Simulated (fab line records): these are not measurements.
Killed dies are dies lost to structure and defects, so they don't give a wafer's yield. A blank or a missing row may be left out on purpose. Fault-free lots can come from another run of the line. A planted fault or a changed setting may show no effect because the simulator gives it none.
Comparing a struck lot with a sound one / flow sfq-line / 42 steps out of a route of 325
Sound: these wafers, L654.1, L654.3, L654.4. Struck: wafer L647.2. (L647.3, L647.6 of the same lot were not struck and are left out.) The cause comes at the end.
Per side, at each step with rows, come the tool, then ch with its chambers, and then its first start. Under that, the readings that differ: sound wafers / struck wafers / difference of the means / sigmas: that difference in standard deviations of wafers without a fault.
alike: words and numbers the same on both sides, and readings whose means are apart by under 2 such deviations; not compared: readings that were withheld, readings missing a value for some wafer, numbers with overlapping values and no deviation given by the record, and bounds like >300 which may hide the same value.
A row with sigmas, a row that says differs or no value, or rows on one side alone: a step with any of these is where the two part. Non-overlapping numbers with no deviation appear without sigmas and do not part them. Lack of a reading on every wafer of one side parts them only where that side has two or more wafers.

first, 6 steps without rows for these wafers: SFQ_TRILAYER_M4_LITHO_COAT_098 (resist thk 62 nm); SFQ_TRILAYER_M4_LITHO_COAT_093 (resist thk 600 nm); SFQ_TRILAYER_M4_LITHO_SOFTBAKE_097; SFQ_TRILAYER_M4_LITHO_EXPOSE_094 (exposes mask M4, target cd 500 nm); SFQ_TRILAYER_M4_LITHO_PEB_096 (peb time 60 s); SFQ_TRILAYER_M4_LITHO_DEVELOP_095 (time 60 s).
SFQ_M4_OVL_MEAS_926:
  sound on overlay-02, day 56 09:57; struck on overlay-02, day 46 09:29
  alike: M4_OVL
SFQ_TRILAYER_M4_BARC_OPEN_METAL_ETCH_123: etches BARC in O2, target depth 125 nm, time 41.7 s.
  sound on rie-metal-04 ch 0,1, day 56 09:59; struck on rie-metal-04 ch 0, day 46 09:31
  alike: bias-w, drypump-motor-current-A, oes-product-au
  not compared: rf-hours-counter-h
SFQ_TRILAYER_M4_ETCH_METAL_ETCH_096: etches Nb in Cl2/Ar, stops on SiO2, target depth 240 nm, time 120 s.
  sound on rie-metal-04 ch 0,1, day 56 10:03; struck on rie-metal-04 ch 0, day 46 09:34
reading=oes-product-au (a.u.); sound=0.901 0.884 0.894; struck=0.877; difference=-0.016; sigmas=-2
  alike: bias-w, drypump-motor-current-A
  not compared: rf-hours-counter-h
then, 2 steps without rows for these wafers: SFQ_TRILAYER_M4_STRIP_STRIP_097 (strips in O2); SFQ_TRILAYER_M4_STRIP_SOLV_CLEAN_098 (cleans in NMP, time 600 s).
SFQ_TRILAYER_I4_DEP_PECVD_099: deposits SiO2 from SiH4/N2O, time 111.11 s, target thk 500 nm.
  sound on pecvd-04 ch 0,1, day 56 10:57; struck on pecvd-03 ch 1, day 46 10:28
reading=throttle-valve-pct (%); sound=21.9 23.7 23.4; struck=25.9; difference=+2.9; sigmas=+2
  alike: heater-power-w
SFQ_TRILAYER_I4_CMP_CMP_100: polishes SiO2.
  sound on cmp-01 ch 0,2,3, day 56 11:02; struck on cmp-01 ch 3, day 47 09:14
reading=time-to-endpoint-s (s); sound=211 214 210; struck=235; difference=+23; sigmas=+3
reading=model.SiO2_of_TRILAYER_I4_DEP_PECVD_099.thk-nm (nm); sound=202.4 200.9 198.6; struck=179.5; difference=-21.1; sigmas=
  alike: motor-current-A, slurry-filter-dp-kPa, slurry-flow-ml-min
SFQ_I4_BOW_MEAS_927:
  sound on film-metro-01, day 56 14:02; struck on film-metro-03, day 47 12:16
  alike: I4_BOW
SFQ_TRILAYER_I4_METRO_MEASURE_101:
  sound on film-metro-01, day 56 14:09; struck on film-metro-03, day 47 12:34
reading=thk-nm (nm); sound=202.6 200.9 198.7; struck=179.7; difference=-21.0; sigmas=-18
then, 6 steps without rows for these wafers: SFQ_TRILAYER_I4_VIA_LITHO_COAT_108 (resist thk 62 nm); SFQ_TRILAYER_I4_VIA_LITHO_COAT_103 (resist thk 650 nm); SFQ_TRILAYER_I4_VIA_LITHO_SOFTBAKE_107; SFQ_TRILAYER_I4_VIA_LITHO_EXPOSE_104 (exposes mask I4, target cd 700 nm); SFQ_TRILAYER_I4_VIA_LITHO_PEB_106 (peb time 60 s); SFQ_TRILAYER_I4_VIA_LITHO_DEVELOP_105 (time 60 s).
-- the record jumps here: 4 days lie between the struck wafers' starts before and after --
SFQ_I4_OVL_MEAS_928:
  sound on overlay-01, day 57 01:03; struck on overlay-02, day 51 17:37
  alike: I4_OVL
SFQ_TRILAYER_I4_VIA_BARC_OPEN_VIA_ETCH_146: etches BARC in O2, target depth 125 nm, time 41.7 s.
  sound on rie-diel-01 ch 0,1,3, day 57 01:05; struck on rie-diel-01 ch 3, day 51 17:38
  alike: bias-w, drypump-motor-current-A, oes-product-au
  not compared: rf-hours-counter-h
SFQ_TRILAYER_I4_VIA_ETCH_VIA_ETCH_106: etches SiO2 in CHF3, stops on Nb, target depth 260 nm.
  sound on rie-diel-01 ch 0,1,3, day 57 01:08; struck on rie-diel-01 ch 3, day 51 17:41
reading=oes-product-au (a.u.); sound=0.861 0.861 0.853; struck=0.805; difference=-0.053; sigmas=-10
reading=model.I4.feature-depth-nm (nm); sound=202.4 200.9 198.6; struck=179.5; difference=-21.1; sigmas=
reading=model.etch.depth-nm (nm); sound=202.4 200.9 198.6; struck=179.5; difference=-21.1; sigmas=
  alike: bias-w, drypump-motor-current-A
then, 7 steps without rows for these wafers: SFQ_TRILAYER_I4_VIA_STRIP_STRIP_107 (strips in O2); SFQ_TRILAYER_I4_VIA_STRIP_SOLV_CLEAN_108 (cleans in NMP, time 600 s); SFQ_TRILAYER_JJ_TRILAYER_DEP_PRE_CLEAN_113 (time 22.5 s); SFQ_TRILAYER_JJ_TRILAYER_DEP_SPUTTER_109 (material Nb, target thk 150 nm, time 100 s); SFQ_TRILAYER_JJ_TRILAYER_DEP_SPUTTER_110 (material Al, target thk 8 nm, time 10 s); SFQ_TRILAYER_JJ_TRILAYER_DEP_AL_OXIDATION_111 (oxidation time 600 s); SFQ_TRILAYER_JJ_TRILAYER_DEP_SPUTTER_112 (material Nb, target thk 170 nm, time 113.3 s).
SFQ_JJ_RS_MEAS_929: measures by four-point-probe.
  sound on film-metro-04, day 57 03:49; struck on film-metro-02, day 51 19:47
  alike: JJ_NB_RS
then, 6 steps without rows for these wafers: SFQ_TRILAYER_JJ_CE_LITHO_COAT_119 (resist thk 62 nm); SFQ_TRILAYER_JJ_CE_LITHO_COAT_114 (resist thk 600 nm); SFQ_TRILAYER_JJ_CE_LITHO_SOFTBAKE_118; SFQ_TRILAYER_JJ_CE_LITHO_EXPOSE_115 (exposes mask J5, target cd 700 nm); SFQ_TRILAYER_JJ_CE_LITHO_PEB_117 (peb time 60 s); SFQ_TRILAYER_JJ_CE_LITHO_DEVELOP_116 (time 60 s).
SFQ_JJ_OVL_MEAS_931:
  sound on overlay-01, day 58 03:26; struck on overlay-01, day 52 09:58
  alike: J5_OVL
SFQ_TRILAYER_JJ_CE_METRO_MEASURE_117:
  sound on cd-sem-01, day 58 03:29; struck on cd-sem-01, day 52 10:11
  alike: cd-nm
then, 1 step without rows for these wafers: SFQ_TRILAYER_JJ_CE_BARC_OPEN_RIE_150 (chemistry O2, target BARC, target depth 240 nm, time 80 s).
-- the record jumps here: 5 days lie between the struck wafers' starts before and after --
SFQ_TRILAYER_M5_ETCH_METAL_ETCH_126: etches Nb in Cl2/BCl3, stops on SiO2, time 203.2 s, target depth 265 nm.
  sound on rie-metal-04 ch 0,1, day 58 16:47; struck on rie-metal-01 ch 1, day 57 12:40
reading=model.SiO2_of_TRILAYER_I4_DEP_PECVD_099.thk-nm (nm); sound=182.7 180.9 179; struck=159.6; difference=-21.3; sigmas=
  alike: bias-w, drypump-motor-current-A, oes-product-au
  not compared: rf-hours-counter-h

== WHERE THEY PART ==
First at SFQ_TRILAYER_M4_ETCH_METAL_ETCH_096; last, within this record, at SFQ_TRILAYER_I4_VIA_ETCH_VIA_ETCH_106. Later steps at which nothing parts them and some readings are alike: SFQ_JJ_RS_MEAS_929, SFQ_JJ_OVL_MEAS_931, SFQ_TRILAYER_JJ_CE_METRO_MEASURE_117, SFQ_TRILAYER_M5_ETCH_METAL_ETCH_126.

WHY: what had been put in by the simulator
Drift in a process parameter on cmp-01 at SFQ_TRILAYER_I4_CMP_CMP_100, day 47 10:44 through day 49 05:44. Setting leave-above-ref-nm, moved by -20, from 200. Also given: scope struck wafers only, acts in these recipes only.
